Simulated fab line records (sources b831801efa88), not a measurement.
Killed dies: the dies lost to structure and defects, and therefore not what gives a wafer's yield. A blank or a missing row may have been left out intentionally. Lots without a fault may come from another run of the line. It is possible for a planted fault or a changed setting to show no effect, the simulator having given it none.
2 desks, one fault + flow gf180mcu + each desk holds nothing but its own numbers, with what lay behind them at the end

== METROLOGY DESK ==
Lot by lot, what the gauges showed, no matter which tool ran the lot: averages of those sampled wafers that carry a number. A lot is out of limits, marked OUT, if its mean lies more than 4 standard deviations from the usual mean; the brackets give that distance.
Columns: A = V4_OVL at GF_V4_OVL_MEAS_15, usual 0 nm
| lot  | first seen here | A             |
|------|-----------------|---------------|
| L177 | day 24 13:05    | -1            |
| L179 | day 25 11:28    | 7             |
| L180 | day 25 16:36    | -1            |
| L181 | day 26 07:30    | 5             |
| L184 | day 26 20:57    | -2            |
| L185 | day 27 07:59    | 8             |
| L190 | day 28 16:02    | -3            |
| L192 | day 29 02:38    | 32 (+5.6) OUT |
| L193 | day 29 12:23    | 42 (+7.3) OUT |
| L198 | day 30 21:18    | 9             |
| L199 | day 31 01:43    | -6            |
This desk reports L192, L193 out of limits; the earliest was L192 at day 29 02:38 (V4_OVL at GF_V4_OVL_MEAS_15). L177, L179, L180, L181, L184, L185, L190, L198, L199: within limits.

== DESK OF THE TOOL OWNER: krf scanner-02 ==
The tool's own readings at GF_V4_EXPOSE_11 (exposes mask Via4, target cd 260 nm): means of the sampled wafers that have a number, for each lot that ran on this tool. A lot is out of limits, marked OUT, if its mean lies more than 4 standard deviations from the usual mean; the brackets give that distance.
Columns: A = reticle temp C at GF_V4_EXPOSE_11, usual 22.99 C
| lot  | first seen here | A     |
|------|-----------------|-------|
| L179 | day 25 00:10    | 22.97 |
| L180 | day 25 05:58    | 23.06 |
| L181 | day 25 20:21    | 23.11 |
| L184 | day 26 11:03    | 22.96 |
| L192 | day 28 16:59    | 23.01 |
| L193 | day 29 03:29    | 23.05 |
This desk's finding: nothing out of limits on any of the 6 lots.

== TAKEN TOGETHER ==
On L192, L193, the metrology desk was in a position to raise an alarm at day 29 02:38.
Nothing out of limits was seen by the tool owner's desk.
The tool owner's desk has L192, L193 on record, within its limits.
Every lot named ran GF_V4_EXPOSE_11 on krf scanner-02.

== WHAT WAS PUT IN BY THE SIMULATOR ==
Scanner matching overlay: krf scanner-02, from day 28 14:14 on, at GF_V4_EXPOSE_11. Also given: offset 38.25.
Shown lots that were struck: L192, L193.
Per desk, hours elapsed from the start of the fault to the first reading out of limits: for the metrology desk, 12.
